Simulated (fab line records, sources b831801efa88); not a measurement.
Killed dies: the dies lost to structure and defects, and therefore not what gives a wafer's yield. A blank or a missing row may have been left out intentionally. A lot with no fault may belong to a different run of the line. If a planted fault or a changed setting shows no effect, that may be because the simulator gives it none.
fab line records -- flow sky130
record lots=6, wafers=18, last-day=49
route steps=708 shown LDD_HVP@280 LDD_LDN@289 PAD_OPEN@708
lots that met no fault: taken from a fault-free run of the same line
start-h: hours from the record's first day to the start of the lot's first wafer shown -- wait-h: time in hours since the lot's previous step -- " identical to the entry in the row above -- L1.1+2: several wafers, shown together as one row -- - either no value or no given start -- * or withheld: withheld -- < > ~ a bound
route shown NAME@n: a module of which the file shows steps, and the number in the route of the first -- usual: mean and standard deviation over wafers with no fault -- same: alike in all rows -- chamber/n: place in a boat -- sites: each site's reading -- _std_site: standard deviation across them -- _edge_site: outer sites' mean less inner sites' -- radius-mm: for every site, how far away it sits from the centre of the wafer -- mask NAME#n: copy n -- behind: the most recent tool/chamber to have shaped the wafer -- hold: why the lot went on hold/how many hours it stayed there/how the hold came to an end -- device: the transistor (n, p or np) that didn't switch -- end of line: at the end of the route, the tests of the same wafers -- a step given without rows: its recipe and nothing more -- killed: the dies lost at the first sort to structure and to defects; this is not the yield of the wafer -- map: per-die view of a wafer (x killed, . not killed, _ where there is no die)
set.NAME: the run value of the setting; set.NAME@STEP: its run value at that earlier step -- model.NAME: the simulator's own value behind a step, which no gauge read
lots at some steps of the route; a table a step, a row a wafer
services: a tool's chamber out of use, with start hour (start-h, from the record's first day; less than 0 if before it), hours out, and reason
## steps
# step SKY_LDD_HVP_COAT_02
# recipe resist=NOVOLAK, spin-rpm=3000, resist-thk-nm=300
# step SKY_LDD_HVP_SOFTBAKE_03
# recipe temp-c=90, time-s=60, resist=NOVOLAK
# step SKY_LDD_HVP_EXPOSE_04
# recipe mask-id=HVPTM, na=0.6, source-shape=conventional, sigma-outer=0.6, polarization=unpolarized, target-cd-nm=700, dose-mj=86
# step SKY_LDD_HVP_PEB_05
# recipe temp-c=withheld, time-s=*, resist=NOVOLAK
# step SKY_LDD_HVP_DEVELOP_06
# recipe resist=NOVOLAK, developer=TMAH, develop-time-s=60, dev-temp-c=23
# step SKY_LDD_HVP_OVL_MEAS_07
# usual LDD_HVP_OVL=0.4/1.5
lot.wafer,tool,chamber,start-h,wait-h,LDD_HVP_OVL[nm]
L830.1,overlay-02,-,536.93,0.1,1.6
L830.3,overlay-02,-,536.93,0.1,0.3
L830.4,overlay-02,-,536.93,0.1,0.0
L838.1,overlay-02,-,594.11,0.1,2.7
L838.4,overlay-02,-,594.11,0.1,1.3
L838.6,overlay-02,-,594.11,0.1,1.5
L839.2,overlay-02,-,606.14,0.1,-1.5
L839.3,overlay-02,-,606.14,0.1,-1.3
L839.4,overlay-02,-,606.14,0.1,-0.8
L843.3,overlay-02,-,636.67,0.1,1.9
L843.4,overlay-02,-,636.67,0.1,1.5
L843.5,overlay-02,-,636.67,0.1,2.5
L844.1,overlay-02,-,646.50,0.1,3.7
L844.3,overlay-02,-,646.50,0.1,3.7
L844.5,overlay-02,-,646.50,0.1,1.0
L845.2,overlay-02,-,657.29,0.1,0.1
L845.3,overlay-02,-,657.29,0.1,0.1
L845.6,overlay-02,-,657.29,0.1,0.5
# step SKY_LDD_HVP_IMPLANT_08
# recipe species=B, energy-kev=20, dose-cm2=1.7e+13, tilt-deg=17.9
# step SKY_LDD_HVP_STRIP_09
# recipe chemistry=O2/N2, power-w=1400, pressure-mtorr=1500, platen-temp-c=withheld, o2-flow-sccm=3000, n2-flow-sccm=300, overash-fraction=0.5
# usual drypump-motor-current-A=5.5/0.55, oes-product-au=0.408/0.0041, strip-time-to-endpoint-s=4.135/0.014
lot.wafer,tool,chamber,start-h,wait-h,drypump-motor-current-A,oes-product-au,rf-hours-counter-h,strip-time-to-endpoint-s
L830.1,plasma-asher-03,0,537.12,0.1,4.9,0.410,11,4.134
L830.3,plasma-asher-03,1,537.12,0.1,5.7,0.402,-,4.151
L830.4,plasma-asher-03,0,537.12,0.1,4.9,0.418,-,4.140
L838.1,plasma-asher-04,0,594.30,0.1,6.2,0.412,77,4.137
L838.4,plasma-asher-04,1,594.30,0.1,4.8,0.410,-,4.146
L838.6,plasma-asher-04,1,594.30,0.1,4.8,0.404,-,4.141
L839.2,plasma-asher-04,1,606.32,0.1,4.8,0.408,78,4.136
L839.3,plasma-asher-04,1,606.32,0.1,4.8,0.406,-,4.140
L839.4,plasma-asher-04,0,606.32,0.1,6.2,0.413,-,4.126
L843.3,plasma-asher-03,0,636.87,0.1,4.9,0.410,-,4.158
L843.4,plasma-asher-03,1,636.87,0.1,5.7,0.401,-,4.170
L843.5,plasma-asher-03,1,636.87,0.1,5.7,0.407,-,4.150
L844.1,plasma-asher-04,1,646.69,0.1,4.8,0.403,83,4.118
L844.3,plasma-asher-04,0,646.69,0.1,6.2,0.410,-,4.117
L844.5,plasma-asher-04,1,646.69,0.1,4.8,0.410,-,4.115
L845.2,plasma-asher-03,1,657.47,0.1,5.7,0.411,23,4.137
L845.3,plasma-asher-03,0,657.47,0.1,4.9,0.405,-,4.118
L845.6,plasma-asher-03,1,657.47,0.1,5.7,0.409,-,4.123
# step SKY_LDD_HVP_TW_MEAS_10
# usual LDD_HVP_TW=454/4
lot.wafer,tool,chamber,start-h,wait-h,LDD_HVP_TW
L830.1,film-metro-01,-,537.22,0.1,456
L830.3,film-metro-01,-,537.22,0.1,458
L830.4,film-metro-01,-,537.22,0.1,458
L838.1,film-metro-03,-,594.40,0.1,452
L838.4,film-metro-03,-,594.40,0.1,450
L838.6,film-metro-03,-,594.40,0.1,452
L839.2,film-metro-01,-,606.43,0.1,460
L839.3,film-metro-01,-,606.43,0.1,458
L839.4,film-metro-01,-,606.43,0.1,457
L843.3,film-metro-01,-,636.96,0.1,455
L843.4,film-metro-01,-,636.96,0.1,456
L843.5,film-metro-01,-,636.96,0.1,454
L844.1,film-metro-03,-,646.79,0.1,448
L844.3,film-metro-03,-,646.79,0.1,447
L844.5,film-metro-03,-,646.79,0.1,449
L845.2,film-metro-03,-,657.58,0.1,452
L845.3,film-metro-03,-,657.58,0.1,449
L845.6,film-metro-03,-,657.58,0.1,450
# step SKY_LDD_LDN_DEHYDRATE_00
# recipe temp-c=200, time-s=60
# step SKY_LDD_LDN_HMDS_01
# recipe prime-time-s=60, prime-temp-c=120
# step SKY_LDD_LDN_COAT_02
# recipe resist=NOVOLAK, spin-rpm=3000, resist-thk-nm=1140
# step SKY_LDD_LDN_SOFTBAKE_03
# recipe temp-c=90, time-s=60, resist=NOVOLAK
# usual heater-power-total-W=56.60/0.041, plate-temp-C=90.01/0.12
lot.wafer,tool,chamber,start-h,wait-h,heater-power-total-W,plate-temp-C,model.NOVOLAK_of_LDD_LDN_COAT_02.thk-nm
L830.1,litho-track-02,0,551.83,0.1,56.62,89.95,1139
L830.3,litho-track-02,0,551.83,0.1,56.60,89.94,1140
L830.4,litho-track-02,0,551.83,0.1,56.62,89.83,1142
L838.1,litho-track-01,0,608.61,0.1,56.56,90.32,1142
L838.4,litho-track-01,0,608.61,0.1,56.60,90.07,1143
L838.6,litho-track-01,0,608.61,0.1,56.60,90.14,1142
L839.2,litho-track-04,0,620.78,0.1,56.56,89.93,1139
L839.3,litho-track-04,0,620.78,0.1,56.62,89.98,1135
L839.4,litho-track-04,0,620.78,0.1,56.58,89.99,1140
L843.3,litho-track-04,0,651.75,0.1,60.63,94.67,1126
L843.4,litho-track-04,0,651.75,0.1,60.64,94.31,1123
L843.5,litho-track-04,0,651.75,0.1,60.54,94.48,1126
L844.1,litho-track-04,0,660.55,0.1,60.56,94.35,1130
L844.3,litho-track-04,0,660.55,0.1,60.57,94.51,1128
L844.5,litho-track-04,0,660.55,0.1,60.65,94.40,1128
L845.2,litho-track-02,0,671.55,0.1,56.63,89.83,1140
L845.3,litho-track-02,0,671.55,0.1,56.56,89.91,1140
L845.6,litho-track-02,0,671.55,0.1,56.65,90.05,1140
# step SKY_LDD_LDN_EXPOSE_04
# recipe mask-id=LDNTM, na=0.6, source-shape=conventional, sigma-outer=0.6, polarization=unpolarized, target-cd-nm=700, dose-mj=140
# step SKY_LDD_LDN_PEB_05
# recipe temp-c=withheld, time-s=*, resist=NOVOLAK
# step SKY_LDD_LDN_DEVELOP_06
# recipe resist=NOVOLAK, developer=TMAH, develop-time-s=60, dev-temp-c=23
lot.wafer,tool,chamber,start-h,wait-h,model.NOVOLAK_of_LDD_LDN_COAT_02.thk-nm
L830.1+3,litho-track-02,0,566.63,0.1,1139
L830.4,litho-track-02,0,566.63,0.1,1141
L838.1,litho-track-02,0,623.28,0.1,1141
L838.4,litho-track-02,0,623.28,0.1,1143
L838.6,litho-track-02,0,623.28,0.1,1142
L839.2,litho-track-01,0,635.14,0.1,1139
L839.3,litho-track-01,0,635.14,0.1,1135
L839.4,litho-track-01,0,635.14,0.1,1140
L843.3+5,litho-track-02,0,665.58,0.1,1126
L843.4,litho-track-02,0,665.58,0.1,1122
L844.1,litho-track-02,0,675.33,0.1,1130
L844.3+5,litho-track-02,0,675.33,0.1,1128
L845.2+3+6,litho-track-01,0,685.59,0.1,1140
# step SKY_LDD_LDN_OVL_MEAS_07
# usual LDD_LDN_OVL=-0.4/1.4
lot.wafer,tool,chamber,start-h,wait-h,LDD_LDN_OVL[nm]
L830.1,overlay-01,-,566.78,0.1,-1.1
L830.3,overlay-01,-,566.78,0.1,-2.0
L830.4,overlay-01,-,566.78,0.1,-0.9
L838.1,overlay-02,-,623.43,0.1,-0.9
L838.4,overlay-02,-,623.43,0.1,0.0
L838.6,overlay-02,-,623.43,0.1,-0.8
L839.2,overlay-01,-,635.27,0.1,0.7
L839.3,overlay-01,-,635.27,0.1,0.2
L839.4,overlay-01,-,635.27,0.1,0.9
L843.3,overlay-01,-,665.69,0.1,-1.4
L843.4,overlay-01,-,665.69,0.1,-1.5
L843.5,overlay-01,-,665.69,0.1,-1.6
L844.1,overlay-01,-,675.48,0.1,-2.0
L844.3,overlay-01,-,675.48,0.1,-0.2
L844.5,overlay-01,-,675.48,0.1,-1.7
L845.2,overlay-01,-,685.72,0.1,-0.6
L845.3,overlay-01,-,685.72,0.1,-1.0
L845.6,overlay-01,-,685.72,0.1,-0.3
# step SKY_LDD_LDN_IMPLANT_08
# recipe species=As, energy-kev=15, dose-cm2=1.25e+13, tilt-deg=withheld, rotation-deg=23
# step SKY_LDD_LDN_IMPLANT_09
# recipe species=As, energy-kev=15, dose-cm2=1.25e+13, tilt-deg=withheld, rotation-deg=113
# step SKY_LDD_LDN_IMPLANT_10
# recipe species=As, energy-kev=15, dose-cm2=1.25e+13, tilt-deg=withheld, rotation-deg=203
# step SKY_LDD_LDN_IMPLANT_11
# recipe species=As, energy-kev=15, dose-cm2=1.25e+13, tilt-deg=withheld, rotation-deg=293
# step SKY_LDD_LDN_STRIP_12
# recipe chemistry=O2/N2, power-w=1400, pressure-mtorr=1500, platen-temp-c=withheld, o2-flow-sccm=3000, n2-flow-sccm=300, overash-fraction=0.5
# usual drypump-motor-current-A=5.4/0.58, oes-product-au=0.716/0.005, strip-time-to-endpoint-s=14.18/0.03
lot.wafer,tool,chamber,start-h,wait-h,drypump-motor-current-A,oes-product-au,rf-hours-counter-h,strip-time-to-endpoint-s
L830.1,plasma-asher-02,1,567.42,0.1,5.0,0.718,88,14.15
L830.3,plasma-asher-02,1,567.42,0.1,5.0,0.715,-,14.15
L830.4,plasma-asher-02,0,567.42,0.1,5.9,0.701,-,14.19
L838.1,plasma-asher-02,0,624.07,0.1,5.8,0.706,93,14.21
L838.4,plasma-asher-02,0,624.07,0.1,5.9,0.709,-,14.21
L838.6,plasma-asher-02,1,624.07,0.1,5.0,0.714,-,14.19
L839.2,plasma-asher-04,1,635.90,0.1,4.8,0.715,81,14.17
L839.3,plasma-asher-04,1,635.90,0.1,4.8,0.717,-,14.11
L839.4,plasma-asher-04,0,635.90,0.1,6.3,0.717,-,14.18
L843.3,plasma-asher-04,0,666.35,0.1,6.2,0.716,-,14.03
L843.4,plasma-asher-04,1,666.35,0.1,4.8,0.709,-,13.98
L843.5,plasma-asher-04,0,666.35,0.1,6.2,0.718,-,14.01
L844.1,plasma-asher-04,0,676.12,0.1,6.2,0.718,85,14.08
L844.3,plasma-asher-04,1,676.12,0.1,4.8,0.709,-,14.03
L844.5,plasma-asher-04,1,676.12,0.1,4.8,0.711,-,14.06
L845.2,plasma-asher-03,1,686.35,0.1,5.7,0.722,26,14.18
L845.3,plasma-asher-03,0,686.35,0.1,4.9,0.720,-,14.19
L845.6,plasma-asher-03,1,686.35,0.1,5.7,0.713,-,14.17
# step SKY_LDD_LDN_TW_MEAS_13
# usual LDD_LDN_TW=1475/14
lot.wafer,tool,chamber,start-h,wait-h,LDD_LDN_TW
L830.1,film-metro-02,-,567.52,0.1,1491
L830.3,film-metro-02,-,567.52,0.1,1481
L830.4,film-metro-02,-,567.52,0.1,1479
L838.1,film-metro-03,-,624.17,0.1,1458
L838.4,film-metro-03,-,624.17,0.1,1455
L838.6,film-metro-03,-,624.17,0.1,1443
L839.2,film-metro-02,-,636.01,0.1,1490
L839.3,film-metro-02,-,636.01,0.1,1493
L839.4,film-metro-02,-,636.01,0.1,1497
L843.3,film-metro-03,-,666.44,0.1,1459
L843.4,film-metro-03,-,666.44,0.1,1460
L843.5,film-metro-03,-,666.44,0.1,1460
L844.1,film-metro-02,-,676.22,0.1,1489
L844.3,film-metro-02,-,676.22,0.1,1491
L844.5,film-metro-02,-,676.22,0.1,1486
L845.2,film-metro-03,-,686.46,0.1,1461
L845.3,film-metro-03,-,686.46,0.1,1461
L845.6,film-metro-03,-,686.46,0.1,1463
# step SKY_PAD_OPEN_PROBE_99
# usual killed_at_M0_to_M3=43/7.2, killed_at_M4_up=3.0/2, killed-at-contacts=24/5.5, killed-at-front-end=15/4.2, killed-at-other=0.3/0.51, killed-dies=85/10, killed-open=46/7.3, killed-short=38/6.4
# same gross-dies=492, killed-at-back-side=0
lot.wafer,tool,chamber,start-h,wait-h,killed_at_M0_to_M3,killed_at_M4_up,killed-at-contacts,killed-at-front-end,killed-at-other,killed-dies,killed-open,killed-short
L830.1,prober-01,-,1104.60,0.1,33,1,25,17,0,76,45,31
L830.3,prober-01,-,1104.70,0.2,49,0,28,21,0,98,49,49
L830.4,prober-01,-,1104.75,0.2,36,5,24,8,0,73,43,30
L838.1,prober-02,-,1143.82,0.1,41,2,26,9,0,78,42,36
L838.4,prober-02,-,1143.97,0.2,32,3,18,11,0,64,29,35
L838.6,prober-02,-,1144.07,0.2,33,6,29,16,0,84,42,42
L839.2,prober-01,-,1152.69,0.1,37,5,19,15,0,76,31,45
L839.3,prober-01,-,1152.74,0.2,38,4,23,10,0,75,42,33
L839.4,prober-01,-,1152.79,0.2,45,7,19,12,0,83,51,32
L843.3,prober-01,-,1174.18,0.2,45,4,25,14,0,88,52,36
L843.4,prober-01,-,1174.23,0.2,26,2,23,12,0,63,31,32
L843.5,prober-01,-,1174.28,0.2,49,3,30,23,0,105,59,46
L844.1,prober-02,-,1178.93,0.1,43,1,12,19,1,76,42,34
L844.3,prober-02,-,1179.03,0.2,35,5,26,11,0,77,42,35
L844.5,prober-02,-,1179.13,0.2,51,4,22,8,0,85,49,36
L845.2,prober-01,-,1182.27,0.1,23,1,18,11,0,53,27,26
L845.3,prober-01,-,1182.32,0.2,38,3,22,12,1,76,38,38
L845.6,prober-01,-,1182.47,0.2,41,0,24,12,0,77,42,35
# killed by level:class
L830.1 CONTACT:geometric-particle:open=11 LI_CONTACT:geometric-particle:open=7 VIA1:geometric-particle:open=6 VIA2:geometric-particle:open=5 METAL3:geometric-particle:short=5 POLY_GATE:geometric-particle:open=4 POLY_GATE:geometric-particle:short=4 VIA2:geometric-particle:short=4
L830.3 LI_CONTACT:geometric-particle:open=11 METAL1:geometric-particle:short=9 VIA3:geometric-particle:open=9 CONTACT:geometric-particle:open=8 VIA1:geometric-particle:short=7 POLY_GATE:geometric-particle:short=5 SPACER:geometric-particle:open=5 CONTACT:geometric-particle:short=4
L830.4 CONTACT:geometric-particle:open=10 VIA1:geometric-particle:open=9 LI_CONTACT:geometric-particle:open=7 VIA3:geometric-particle:open=7 VIA1:geometric-particle:short=5 POLY_GATE:geometric-particle:short=4 METAL2:geometric-particle:short=4 LOCAL_INTERCONNECT:geometric-particle:short=3
L838.1 CONTACT:geometric-particle:open=13 METAL1:geometric-particle:short=9 VIA1:geometric-particle:open=6 LI_CONTACT:geometric-particle:open=5 LOCAL_INTERCONNECT:geometric-particle:short=5 METAL2:geometric-particle:short=5 VIA2:geometric-particle:short=5 VIA2:geometric-particle:open=5
L838.4 VIA1:geometric-particle:open=9 CONTACT:geometric-particle:open=8 FIELD_ISO:geometric-particle:short=6 METAL2:geometric-particle:short=6 CONTACT:geometric-particle:short=5 METAL3:geometric-particle:short=4 LI_CONTACT:geometric-particle:open=3 METAL1:geometric-particle:short=3
L838.6 CONTACT:geometric-particle:open=10 VIA1:geometric-particle:open=8 LI_CONTACT:geometric-particle:open=7 CONTACT:geometric-particle:short=6 METAL2:geometric-particle:short=6 VIA1:geometric-particle:short=5 POLY_GATE:geometric-particle:open=4 LOCAL_INTERCONNECT:geometric-particle:short=4
L839.2 VIA1:geometric-particle:open=7 METAL2:geometric-particle:short=6 CONTACT:geometric-particle:short=6 LI_CONTACT:geometric-particle:open=5 POLY_GATE:geometric-particle:short=5 LOCAL_INTERCONNECT:geometric-particle:short=5 METAL3:geometric-particle:short=5 VIA2:geometric-particle:open=5
L839.3 CONTACT:geometric-particle:open=9 LI_CONTACT:geometric-particle:open=7 VIA1:geometric-particle:open=7 VIA1:geometric-particle:short=6 VIA2:geometric-particle:open=6 LOCAL_INTERCONNECT:geometric-particle:short=5 METAL2:geometric-particle:short=4 VIA3:geometric-particle:open=4
L839.4 VIA1:geometric-particle:open=13 CONTACT:geometric-particle:open=11 METAL2:geometric-particle:short=6 VIA1:geometric-particle:short=5 VIA2:geometric-particle:open=5 METAL1:geometric-particle:short=4 POLY_GATE:geometric-particle:open=4 LI_CONTACT:geometric-particle:open=4
L843.3 LI_CONTACT:geometric-particle:open=12 VIA2:geometric-particle:open=9 VIA1:geometric-particle:open=8 POLY_GATE:geometric-particle:short=6 METAL1:geometric-particle:open=5 VIA2:geometric-particle:short=5 VIA3:geometric-particle:open=5 METAL3:geometric-particle:short=4
L843.4 CONTACT:geometric-particle:open=9 METAL1:geometric-particle:short=6 VIA1:geometric-particle:short=5 METAL2:geometric-particle:short=5 LI_CONTACT:geometric-particle:open=4 CONTACT:geometric-particle:short=4 VIA1:geometric-particle:open=4 VIA2:geometric-particle:open=4
L843.5 VIA1:geometric-particle:open=16 LI_CONTACT:geometric-particle:open=12 CONTACT:geometric-particle:open=9 FIELD_ISO:geometric-particle:open=7 CONTACT:geometric-particle:short=6 METAL2:geometric-particle:short=6 VIA3:geometric-particle:open=6 FIELD_ISO:geometric-particle:short=5
L844.1 METAL2:geometric-particle:short=8 VIA3:geometric-particle:open=8 VIA1:geometric-particle:open=8 VIA2:geometric-particle:open=7 LI_CONTACT:geometric-particle:open=6 FIELD_ISO:geometric-particle:open=5 POLY_GATE:geometric-particle:short=5 VIA1:geometric-particle:short=4
L844.3 CONTACT:geometric-particle:short=9 VIA1:geometric-particle:open=8 LI_CONTACT:geometric-particle:open=7 CONTACT:geometric-particle:open=7 METAL2:geometric-particle:short=6 VIA2:geometric-particle:open=6 VIA3:geometric-particle:open=5 VIA1:geometric-particle:short=4
L844.5 VIA1:geometric-particle:open=17 CONTACT:geometric-particle:open=10 METAL1:geometric-particle:short=8 VIA3:geometric-particle:open=5 FIELD_ISO:geometric-particle:open=4 LI_CONTACT:geometric-particle:open=4 CONTACT:geometric-particle:short=4 VIA1:geometric-particle:short=4
L845.2 VIA1:geometric-particle:open=7 LI_CONTACT:geometric-particle:open=5 LI_CONTACT:geometric-particle:short=4 CONTACT:geometric-particle:open=4 VIA3:geometric-particle:open=4 POLY_GATE:geometric-particle:short=3 CONTACT:geometric-particle:short=3 METAL1:geometric-particle:short=3
L845.3 LI_CONTACT:geometric-particle:open=9 CONTACT:geometric-particle:open=7 FIELD_ISO:geometric-particle:short=6 VIA1:geometric-particle:open=6 METAL2:geometric-particle:short=6 VIA3:geometric-particle:open=5 METAL3:geometric-particle:short=4 VIA2:geometric-particle:open=3
L845.6 VIA1:geometric-particle:open=11 LI_CONTACT:geometric-particle:open=8 METAL1:geometric-particle:short=7 CONTACT:geometric-particle:open=6 CONTACT:geometric-particle:short=5 VIA2:geometric-particle:open=4 METAL3:geometric-particle:short=4 FIELD_ISO:geometric-particle:short=3
## services
tool,chamber,start-h,hours,kind
plasma-asher-03,-,552.33,1.2,repair
plasma-asher-02,-,578.95,2.8,pm
plasma-asher-03,-,679.27,0.9,repair
## key
first-sign step=SKY_LDD_LDN_SOFTBAKE_03, reading=heater-power-total-W, direction=up, sigmas=99, usual=*, struck=*
effect step=SKY_LDD_LDN_SOFTBAKE_03, reading=plate-temp-C, direction=up, sigmas=36, usual=*, struck=*
effect step=SKY_LDD_LDN_STRIP_12, reading=strip-time-to-endpoint-s, direction=down, sigmas=5.1, usual=*, struck=*
model-effect step=SKY_LDD_LDN_SOFTBAKE_03, value=NOVOLAK_of_LDD_LDN_COAT_02.thk-nm, without=1141, struck=1127
model-effect step=SKY_LDD_LDN_DEVELOP_06, value=NOVOLAK_of_LDD_LDN_COAT_02.thk-nm, without=1140, struck=1127
met-at SKY_LDD_LDN_SOFTBAKE_03
struck-wafers L843.3,L843.4,L843.5,L844.1,L844.3,L844.5
tester-left-out L843,L844
onset-between 620.78 651.75
fault kind=process-parameter-drift, tool=litho-track-04, chamber=-, onset-h=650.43, steps=SKY_LDD_LDN_SOFTBAKE_03, channel=temp-c, offset=*, shape=step, end-h=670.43, acts-in=*, stated=*
# tester-left-out: of these lots the tester's yield and bins aren't shown, on N5 and GAA mostly nor the transistor test; their killed dies are dies lost to structure and defects alone, not to doping, threshold or leakage, so they don't give the yield
